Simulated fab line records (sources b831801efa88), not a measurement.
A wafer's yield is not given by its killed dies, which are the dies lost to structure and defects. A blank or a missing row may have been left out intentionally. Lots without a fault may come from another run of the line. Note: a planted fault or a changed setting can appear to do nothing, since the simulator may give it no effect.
fab line records	flow gf180mcu
record lots=5	wafers=15	lastDay=34
route steps=602 shown VT_IMPLANT@99
lots that met no fault: taken from a fault-free run of the same line
startH: start of the lot's first displayed wafer, in hours after the record's first day	waitH: how many hours have passed since the lot's step before this one	" as in the row above	L1.1+2: a row that stands for several wafers	- no value, or no start was given	* or withheld: withheld	< > ~ a bound
route shown NAME@n: a module of which the file shows steps, and the number in the route of the first	usual: mean/standard deviation taken from wafers without a fault	same: alike in all rows	chamber/n: place in a boat	sites: readings site by site	_std_site: standard deviation of those values	_edge_site: mean of outer sites minus mean of inner sites	radiusMm: how far each site lies from the wafer's centre	mask NAME#n: copy n	behind: the tool/chamber that last shaped the wafer	hold: what put the lot on hold/how long, in hours/how the hold closed	device: the n, p or np transistor that did not switch	end of line: the same wafers' tests at the end of the route	a step with no rows: only its recipe	killed: count of dies lost to structure and defects at first sort (not the wafer's yield)	map: a wafer's dies, marking killed ones x, the rest . and places with no die _
set.NAME: setting as actually run; set.NAME@STEP: the setting as run at that earlier step	model.NAME: the simulator's own value behind a step, which no gauge read
lots at selected steps of the route; one table per step, one row per wafer
services: from which hour (startH, from the record's first day; less than 0 if before it) a tool's chamber was out of use, for how many hours, and why
## steps
# step GF_VT_IMPLANT_STRIP_09
# recipe chemistry=O2/N2	powerW=1400	pressureMtorr=1500	platenTempC=250	o2FlowSccm=3000	n2FlowSccm=300	overashFraction=0.5
# usual drypumpMotorCurrentA=5.9/0.4	heaterPowerW=318/25	oesProductAu=0.716/0.0046	stripTimeToEndpointS=12.61/0.038
lot.wafer	tool	chamber	startH	waitH	drypumpMotorCurrentA	heaterPowerW	oesProductAu	rfHoursCounterH	stripTimeToEndpointS
L077.1	plasmaAsher-01	0	128.66	0.1	6.2	326	0.715	48	12.60
L077.5	"	0	"	"	6.2	329	0.724	-	12.57
L077.6	"	1	"	"	6.0	287	0.719	-	12.63
L079.3	plasmaAsher-01	1	142.76	0.1	5.9	296	0.709	-	12.61
L079.4	"	0	"	"	6.2	308	0.717	-	12.61
L079.6	"	1	"	"	5.9	297	0.717	-	12.61
L090.2	plasmaAsher-04	1	208.91	0.1	5.3	296	0.722	54	12.67
L090.4	"	0	"	"	6.4	370	0.719	-	12.66
L090.6	"	1	"	"	5.3	297	0.720	-	12.67
L093.2	plasmaAsher-04	1	228.56	0.1	5.3	297	0.709	56	12.59
L093.5	"	0	"	"	6.4	365	0.721	-	12.59
L093.6	"	1	"	"	5.3	287	0.716	-	12.58
L096.2	plasmaAsher-01	0	246.23	0.1	6.2	331	0.717	60	12.60
L096.3	"	0	"	"	6.2	331	0.724	-	12.64
L096.6	"	1	"	"	6.0	291	0.712	-	12.66
# step GF_VT_IMPLANT_TW_MEAS_10
# usual VT_IMPLANT_TW=563.8/2.7
lot.wafer	tool	chamber	startH	waitH	VT_IMPLANT_TW
L077.1	filmMetro-02	-	128.76	0.1	565.2
L077.5	"	-	"	"	567.3
L077.6	"	-	"	"	561.9
L079.3	filmMetro-01	-	142.85	0.1	561.3
L079.4	"	-	"	"	560.0
L079.6	"	-	"	"	559.8
L090.2	filmMetro-02	-	209.02	0.1	563.5
L090.4	"	-	"	"	568.6
L090.6	"	-	"	"	564.5
L093.2	filmMetro-01	-	228.67	0.1	564.4
L093.5	"	-	"	"	565.4
L093.6	"	-	"	"	563.8
L096.2	filmMetro-01	-	246.34	0.1	564.7
L096.3	"	-	"	"	560.5
L096.6	"	-	"	"	561.1
# step GF_VT_IMPLANT_DEHYDRATE_11
# recipe tempC=200	timeS=60
# usual exhaustPa=45.1/0.96
lot.wafer	tool	chamber	startH	waitH	exhaustPa
L077.1	lithoTrack-03	0	135.14	6.4	44.1
L077.5	"	0	"	"	43.7
L077.6	"	0	"	"	45.3
L079.3	lithoTrack-04	0	149.70	6.8	45.0
L079.4	"	0	"	"	45.9
L079.6	"	0	"	"	44.7
L090.2	lithoTrack-03	0	217.22	8.2	45.5
L090.4	"	0	"	"	46.8
L090.6	"	0	"	"	45.9
L093.2	lithoTrack-04	0	237.47	8.8	44.5
L093.5	"	0	"	"	45.1
L093.6	"	0	"	"	44.6
L096.2	lithoTrack-02	0	254.95	8.6	46.1
L096.3	"	0	"	"	45.7
L096.6	"	0	"	"	44.5
# step GF_VT_IMPLANT_HMDS_12
# recipe primeTimeS=60	primeTempC=120
# usual exhaustPa=44.9/1.1
lot.wafer	tool	chamber	startH	waitH	exhaustPa
L077.1	lithoTrack-03	0	135.29	0.1	44.8
L077.5	"	0	"	"	43.4
L077.6	"	0	"	"	45.1
L079.3	lithoTrack-04	0	149.85	0.1	43.7
L079.4	"	0	"	"	43.9
L079.6	"	0	"	"	43.8
L090.2	lithoTrack-03	0	217.37	0.1	43.1
L090.4	"	0	"	"	44.9
L090.6	"	0	"	"	44.8
L093.2	lithoTrack-04	0	237.62	0.1	45.0
L093.5	"	0	"	"	44.7
L093.6	"	0	"	"	45.7
L096.2	lithoTrack-02	0	255.10	0.1	44.1
L096.3	"	0	"	"	43.8
L096.6	"	0	"	"	44.9
# step GF_VT_IMPLANT_COAT_13
# recipe resist=NOVOLAK	spinRpm=3000	resistThkNm=1000
# usual exhaustPa=45.0/0.88
lot.wafer	tool	chamber	startH	waitH	exhaustPa
L077.1	lithoTrack-03	0	135.44	0.1	44.4
L077.5	"	0	"	"	45.3
L077.6	"	0	"	"	47.3
L079.3	lithoTrack-04	0	150.00	0.1	46.0
L079.4	"	0	"	"	45.4
L079.6	"	0	"	"	44.3
L090.2	lithoTrack-03	0	217.52	0.1	44.5
L090.4	"	0	"	"	45.1
L090.6	"	0	"	"	45.3
L093.2	lithoTrack-04	0	237.77	0.1	46.4
L093.5	"	0	"	"	44.3
L093.6	"	0	"	"	44.5
L096.2	lithoTrack-02	0	255.25	0.1	44.7
L096.3	"	0	"	"	45.1
L096.6	"	0	"	"	45.4
# step GF_VT_IMPLANT_SOFTBAKE_14
# recipe tempC=90	timeS=60	resist=NOVOLAK
# usual exhaustPa=45.0/1
lot.wafer	tool	chamber	startH	waitH	exhaustPa
L077.1	lithoTrack-03	0	135.59	0.1	45.2
L077.5	"	0	"	"	44.7
L077.6	"	0	"	"	44.8
L079.3	lithoTrack-04	0	150.15	0.1	45.8
L079.4	"	0	"	"	44.2
L079.6	"	0	"	"	44.6
L090.2	lithoTrack-03	0	217.67	0.1	44.5
L090.4	"	0	"	"	45.8
L090.6	"	0	"	"	45.3
L093.2	lithoTrack-04	0	237.92	0.1	44.5
L093.5	"	0	"	"	44.9
L093.6	"	0	"	"	44.6
L096.2	lithoTrack-02	0	255.40	0.1	44.6
L096.3	"	0	"	"	45.0
L096.6	"	0	"	"	42.6
# step GF_VT_IMPLANT_EXPOSE_15
# recipe maskId=Nwell_LV_AREA	targetCdNm=860	na=0.6	sourceShape=conventional	sigmaOuter=0.6	doseMj=140
# usual reticleTempC=23.00/0.1
# same na=0.6
lot.wafer	tool	chamber	startH	waitH	mask	reticleTempC
L077.1	ilineStepper-02	0	-	-	Nwell_LV_AREA#0	23.03
L077.5	"	0	"	"	Nwell_LV_AREA#0	23.09
L077.6	"	0	"	"	Nwell_LV_AREA#0	22.99
L079.3	ilineStepper-01	0	-	-	Nwell_LV_AREA#0	23.19
L079.4	"	0	"	"	Nwell_LV_AREA#0	23.04
L079.6	"	0	"	"	Nwell_LV_AREA#0	23.15
L090.2	ilineStepper-01	0	-	-	Nwell_LV_AREA#0	22.90
L090.4	"	0	"	"	Nwell_LV_AREA#0	22.87
L090.6	"	0	"	"	Nwell_LV_AREA#0	22.97
L093.2	ilineStepper-01	0	-	-	Nwell_LV_AREA#0	22.86
L093.5	"	0	"	"	Nwell_LV_AREA#0	22.92
L093.6	"	0	"	"	Nwell_LV_AREA#0	22.86
L096.2	ilineStepper-01	0	-	-	Nwell_LV_AREA#0	23.02
L096.3	"	0	"	"	Nwell_LV_AREA#0	22.89
L096.6	"	0	"	"	Nwell_LV_AREA#0	23.01
# step GF_VT_IMPLANT_PEB_16
# recipe tempC=withheld	timeS=*	resist=NOVOLAK
# usual exhaustPa=45.0/0.94
lot.wafer	tool	chamber	startH	waitH	exhaustPa
L077.1	lithoTrack-02	0	-	-	44.9
L077.5	"	0	"	"	44.1
L077.6	"	0	"	"	45.3
L079.3	lithoTrack-02	0	-	-	45.1
L079.4	"	0	"	"	45.5
L079.6	"	0	"	"	43.5
L090.2	lithoTrack-03	0	-	-	45.9
L090.4	"	0	"	"	44.8
L090.6	"	0	"	"	44.6
L093.2	lithoTrack-02	0	-	-	45.0
L093.5	"	0	"	"	45.4
L093.6	"	0	"	"	44.9
L096.2	lithoTrack-04	0	-	-	46.4
L096.3	"	0	"	"	45.3
L096.6	"	0	"	"	45.3
# step GF_VT_IMPLANT_DEVELOP_17
# recipe developTimeS=60	devTempC=23
# usual exhaustPa=45.0/0.87
lot.wafer	tool	chamber	startH	waitH	exhaustPa
L077.1	lithoTrack-02	0	143.63	0.1	43.9
L077.5	"	0	"	"	44.1
L077.6	"	0	"	"	46.1
L079.3	lithoTrack-02	0	157.88	0.1	45.8
L079.4	"	0	"	"	44.6
L079.6	"	0	"	"	44.5
L090.2	lithoTrack-03	0	226.37	0.1	44.7
L090.4	"	0	"	"	46.8
L090.6	"	0	"	"	44.1
L093.2	lithoTrack-02	0	246.70	0.1	46.1
L093.5	"	0	"	"	45.9
L093.6	"	0	"	"	44.8
L096.2	lithoTrack-04	0	264.62	0.1	45.5
L096.3	"	0	"	"	44.4
L096.6	"	0	"	"	45.3
# step GF_VT_IMPLANT_OVL_MEAS_18
# usual VT_IMPLANT_01_OVL=-1.3/1.2
lot.wafer	tool	chamber	startH	waitH	VT_IMPLANT_01_OVL[nm]
L077.1	overlay-02	-	143.78	0.1	-1.5
L077.5	"	-	"	"	-1.6
L077.6	"	-	"	"	-0.3
L079.3	overlay-01	-	157.99	0.1	-1.3
L079.4	"	-	"	"	-1.4
L079.6	"	-	"	"	-0.3
L090.2	overlay-01	-	226.50	0.1	-0.6
L090.4	"	-	"	"	-0.8
L090.6	"	-	"	"	-1.5
L093.2	overlay-01	-	246.83	0.1	-0.6
L093.5	"	-	"	"	-2.6
L093.6	"	-	"	"	-2.0
L096.2	overlay-01	-	264.75	0.1	-0.3
L096.3	"	-	"	"	-0.7
L096.6	"	-	"	"	-0.7
# step GF_VT_IMPLANT_IMPLANT_19
# recipe species=As	energyKev=100	doseCm2=4.35e+12	tiltDeg=7
# usual beamOnS=10.00/0.23
lot.wafer	tool	chamber	startH	waitH	beamOnS
L077.1	implanter-02	0	143.81	0.0	9.99
L077.5	"	0	"	"	9.77
L077.6	"	0	"	"	9.94
L079.3	implanter-04	0	158.06	0.1	9.71
L079.4	"	0	"	"	9.89
L079.6	"	0	"	"	9.76
L090.2	implanter-01	0	226.55	0.0	10.23
L090.4	"	0	"	"	9.58
L090.6	"	0	"	"	10.04
L093.2	implanter-01	0	246.89	0.0	10.04
L093.5	"	0	"	"	10.28
L093.6	"	0	"	"	9.97
L096.2	implanter-02	0	264.81	0.0	10.09
L096.3	"	0	"	"	10.01
L096.6	"	0	"	"	10.16
# step GF_VT_IMPLANT_STRIP_20
# recipe chemistry=O2/N2	powerW=1400	pressureMtorr=1500	platenTempC=250	o2FlowSccm=3000	n2FlowSccm=300	overashFraction=0.5
# usual drypumpMotorCurrentA=5.9/0.35	heaterPowerW=316/20	oesProductAu=0.716/0.0048	stripTimeToEndpointS=12.62/0.032
lot.wafer	tool	chamber	startH	waitH	drypumpMotorCurrentA	heaterPowerW	oesProductAu	rfHoursCounterH	stripTimeToEndpointS
L077.1	plasmaAsher-04	1	143.96	0.1	5.3	291	0.714	48	12.63
L077.5	"	1	"	"	5.3	291	0.713	-	12.62
L077.6	"	0	"	"	6.4	367	0.714	-	12.61
L079.3	plasmaAsher-02	1	158.20	0.1	5.4	323	0.714	-	12.61
L079.4	"	0	"	"	5.7	313	0.723	-	12.62
L079.6	"	0	"	"	5.7	311	0.709	-	12.66
L090.2	plasmaAsher-01	0	226.68	0.1	6.2	327	0.716	58	12.69
L090.4	"	1	"	"	5.9	298	0.717	-	12.67
L090.6	"	1	"	"	5.9	297	0.713	-	12.63
L093.2	plasmaAsher-01	0	247.01	0.1	6.2	331	0.721	61	12.63
L093.5	"	1	"	"	5.9	293	0.713	-	12.58
L093.6	"	0	"	"	6.2	325	0.722	-	12.60
L096.2	plasmaAsher-02	0	264.93	0.1	5.7	304	0.720	50	12.68
L096.3	"	1	"	"	5.4	328	0.719	-	12.70
L096.6	"	0	"	"	5.7	313	0.708	-	12.71
# step GF_VT_IMPLANT_TW_MEAS_21
# usual VT_IMPLANT_2_TW=1208/8
lot.wafer	tool	chamber	startH	waitH	VT_IMPLANT_2_TW
L077.1	filmMetro-02	-	144.06	0.1	1203
L077.5	"	-	"	"	1203
L077.6	"	-	"	"	1207
L079.3	filmMetro-01	-	158.28	0.1	1203
L079.4	"	-	"	"	1205
L079.6	"	-	"	"	1213
L090.2	filmMetro-01	-	226.79	0.1	1208
L090.4	"	-	"	"	1221
L090.6	"	-	"	"	1211
L093.2	filmMetro-02	-	247.12	0.1	1217
L093.5	"	-	"	"	1217
L093.6	"	-	"	"	1220
L096.2	filmMetro-03	-	265.04	0.1	1207
L096.3	"	-	"	"	1218
L096.6	"	-	"	"	1214
# step GF_VT_IMPLANT_DEHYDRATE_22
# recipe tempC=200	timeS=60
# usual exhaustPa=44.7/0.82
lot.wafer	tool	chamber	startH	waitH	exhaustPa
L077.1	lithoTrack-03	0	151.29	7.2	46.2
L077.5	"	0	"	"	45.4
L077.6	"	0	"	"	45.6
L079.3	lithoTrack-02	0	165.53	7.2	45.1
L079.4	"	0	"	"	43.1
L079.6	"	0	"	"	43.7
L090.2	lithoTrack-03	0	234.97	8.2	45.8
L090.4	"	0	"	"	44.1
L090.6	"	0	"	"	44.8
L093.2	lithoTrack-03	0	255.47	8.3	43.9
L093.5	"	0	"	"	45.4
L093.6	"	0	"	"	45.8
L096.2	lithoTrack-02	0	273.75	8.7	45.8
L096.3	"	0	"	"	44.1
L096.6	"	0	"	"	45.2
# step GF_VT_IMPLANT_HMDS_23
# recipe primeTimeS=60	primeTempC=120
# usual exhaustPa=45.1/0.87
lot.wafer	tool	chamber	startH	waitH	exhaustPa
L077.1	lithoTrack-03	0	151.44	0.1	44.9
L077.5	"	0	"	"	43.7
L077.6	"	0	"	"	46.7
L079.3	lithoTrack-02	0	165.68	0.1	44.7
L079.4	"	0	"	"	44.8
L079.6	"	0	"	"	44.5
L090.2	lithoTrack-03	0	235.12	0.1	45.8
L090.4	"	0	"	"	44.5
L090.6	"	0	"	"	44.5
L093.2	lithoTrack-03	0	255.62	0.1	44.7
L093.5	"	0	"	"	45.5
L093.6	"	0	"	"	44.5
L096.2	lithoTrack-02	0	273.90	0.1	44.9
L096.3	"	0	"	"	44.9
L096.6	"	0	"	"	44.7
# step GF_VT_IMPLANT_COAT_24
# recipe resist=NOVOLAK	spinRpm=3000	resistThkNm=1000
# usual exhaustPa=45.0/0.84
lot.wafer	tool	chamber	startH	waitH	exhaustPa
L077.1	lithoTrack-03	0	151.59	0.1	44.2
L077.5	"	0	"	"	43.8
L077.6	"	0	"	"	44.0
L079.3	lithoTrack-02	0	165.83	0.1	45.1
L079.4	"	0	"	"	43.6
L079.6	"	0	"	"	45.7
L090.2	lithoTrack-03	0	235.27	0.1	46.6
L090.4	"	0	"	"	44.4
L090.6	"	0	"	"	44.0
L093.2	lithoTrack-03	0	255.77	0.1	45.8
L093.5	"	0	"	"	45.4
L093.6	"	0	"	"	45.9
L096.2	lithoTrack-02	0	274.05	0.1	46.2
L096.3	"	0	"	"	45.2
L096.6	"	0	"	"	45.1
# step GF_VT_IMPLANT_SOFTBAKE_25
# recipe tempC=90	timeS=60	resist=NOVOLAK
# usual exhaustPa=45.0/0.87
lot.wafer	tool	chamber	startH	waitH	exhaustPa
L077.1	lithoTrack-03	0	151.74	0.1	43.6
L077.5	"	0	"	"	43.4
L077.6	"	0	"	"	45.4
L079.3	lithoTrack-02	0	165.98	0.1	45.1
L079.4	"	0	"	"	46.0
L079.6	"	0	"	"	44.8
L090.2	lithoTrack-03	0	235.42	0.1	43.9
L090.4	"	0	"	"	45.0
L090.6	"	0	"	"	44.0
L093.2	lithoTrack-03	0	255.92	0.1	44.2
L093.5	"	0	"	"	44.0
L093.6	"	0	"	"	45.0
L096.2	lithoTrack-02	0	274.20	0.1	45.4
L096.3	"	0	"	"	45.6
L096.6	"	0	"	"	45.9
# step GF_VT_IMPLANT_EXPOSE_26
# recipe maskId=LVPWELL_HV_AREA	targetCdNm=860	na=0.6	sourceShape=conventional	sigmaOuter=0.6	doseMj=140
# usual reticleTempC=23.03/0.1
# same na=0.6
lot.wafer	tool	chamber	startH	waitH	mask	reticleTempC
L077.1	ilineStepper-02	0	-	-	LVPWELL_HV_AREA#0	23.02
L077.5	"	0	"	"	LVPWELL_HV_AREA#0	22.79
L077.6	"	0	"	"	LVPWELL_HV_AREA#0	22.87
L079.3	ilineStepper-01	0	-	-	LVPWELL_HV_AREA#0	23.07
L079.4	"	0	"	"	LVPWELL_HV_AREA#0	23.07
L079.6	"	0	"	"	LVPWELL_HV_AREA#0	23.21
L090.2	ilineStepper-01	0	-	-	LVPWELL_HV_AREA#0	23.16
L090.4	"	0	"	"	LVPWELL_HV_AREA#0	23.03
L090.6	"	0	"	"	LVPWELL_HV_AREA#0	23.25
L093.2	ilineStepper-01	0	-	-	LVPWELL_HV_AREA#0	23.03
L093.5	"	0	"	"	LVPWELL_HV_AREA#0	23.12
L093.6	"	0	"	"	LVPWELL_HV_AREA#0	23.09
L096.2	ilineStepper-02	0	-	-	LVPWELL_HV_AREA#0	23.01
L096.3	"	0	"	"	LVPWELL_HV_AREA#0	23.05
L096.6	"	0	"	"	LVPWELL_HV_AREA#0	23.16
## services
tool	chamber	startH	hours	kind
ilineStepper-01	-	111.20	1.7	pm
implanter-02	-	137.60	2.0	repair
ilineStepper-02	-	147.92	1.7	pm
plasmaAsher-04	-	190.49	6.7	repair
plasmaAsher-02	-	194.82	6.0	repair
plasmaAsher-04	-	197.32	4.5	repair
implanter-01	-	215.92	2.7	repair
implanter-04	-	224.22	4.0	repair
implanter-02	-	248.97	12.8	repair
implanter-04	-	263.51	2.6	repair
## key
fault none
